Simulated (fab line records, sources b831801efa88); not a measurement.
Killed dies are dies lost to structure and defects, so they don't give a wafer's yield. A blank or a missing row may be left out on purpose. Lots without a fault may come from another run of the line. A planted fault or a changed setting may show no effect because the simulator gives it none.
Problem report in the 8D (eight disciplines) form, filled by code | flow sky130 | the parts of the form that need people (team, actions taken, sign-off) are left out

1. THE PROBLEM
overpolish_run_s at SKY_VIA4_CMP_21 reads a mean of 0.038 s on 4 wafers of 3 lots; wafers without a fault read 24.999 s with a standard deviation of 0.0092. That is -99 or more standard deviations from the usual mean.
The step: polishes, stops on SiO2, t overpolish 25 s, target thk 0 nm.
First seen on wafer L907.3, day 45 11:37, on cmp-01. The record holds 43 wafers of 15 lots with a number at this step. Rule for "out", or "out of limits": more than 4 standard deviations from the usual mean. The other wafers with a number count as sound.

2. WHAT IT IS AND WHAT IT IS NOT
question                    | is                                   | is not
which readings at this step | overpolish_run_s, time_to_endpoint_s | motor_current_A
which lots                  | L907, L908, L909                     | L897, L898, L899, L900, L901, L903, L904, L905, L906, L917, L918, L919
which wafers of those lots  | L907.3, L907.5, L908.5, L909.3       | L908.6, L909.2, L909.6
read on which tools         | cmp-01                               | cmp-02
when                        | from day 45 11:37                    | up to then (27 sound wafers); but 12 sound wafers of L908, L909, L917, L918, L919 came after

3. SUSPECTS, AND WHAT RULES EACH OUT
Counting: a tool at a process step up to the reading stays a suspect if it ran every lot that is out. Sound lots after the first of them don't rule it out here, since some wafers of a struck lot are sound.
- rie_metal-02 at SKY_METAL4_DESCUM_15 (chemistry O2, time 8 s): kept. It ran every lot that is out, first L907 (day 44 11:54); its last sound lot up to then is L903 (day 43 04:42).
- cmp-01 at SKY_VIA4_CMP_21 (polishes, stops on SiO2, t overpolish 25 s, target thk 0 nm): kept. It ran every lot that is out, first L907 (day 45 11:37); its last sound lot up to then is L905 (day 45 00:28). Its own readings are out on those wafers: overpolish_run_s, time_to_endpoint_s.
Left after counting: rie_metal-02 at SKY_METAL4_DESCUM_15, cmp-01 at SKY_VIA4_CMP_21.

4. THE CAUSE (what the simulator had put in)
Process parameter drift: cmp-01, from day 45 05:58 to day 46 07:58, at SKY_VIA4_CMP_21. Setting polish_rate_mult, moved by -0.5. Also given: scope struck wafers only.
Counting left 2 suspects, and this tool is among them.

5. THE CHAIN OF EFFECTS, in route order
Each row: a reading whose mean over the struck wafers that have a number lies more than 3 standard deviations from the usual. Only readings for which the record gives a usual standard deviation are gone through. hours: the time from each lot's start at the first step in this table that gives one to its start at this step, as a median over the lots. sigmas: the change in usual standard deviations.
hours | step            | reading            | usual    | on struck wafers | change  | sigmas
0     | SKY_VIA4_CMP_21 | overpolish_run_s   | 24.999 s | 0.038            | -24.961 | -99 or more
0     | SKY_VIA4_CMP_21 | time_to_endpoint_s | 120 s    | 189              | +69     | +15
The process steps in it:
- SKY_VIA4_CMP_21: polishes, stops on SiO2, t overpolish 25 s, target thk 0 nm.

6. WHAT WOULD HAVE CAUGHT IT SOONER
In this record the first reading out of limits was taken at day 45 11:37, 6 hours after the fault began at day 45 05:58.
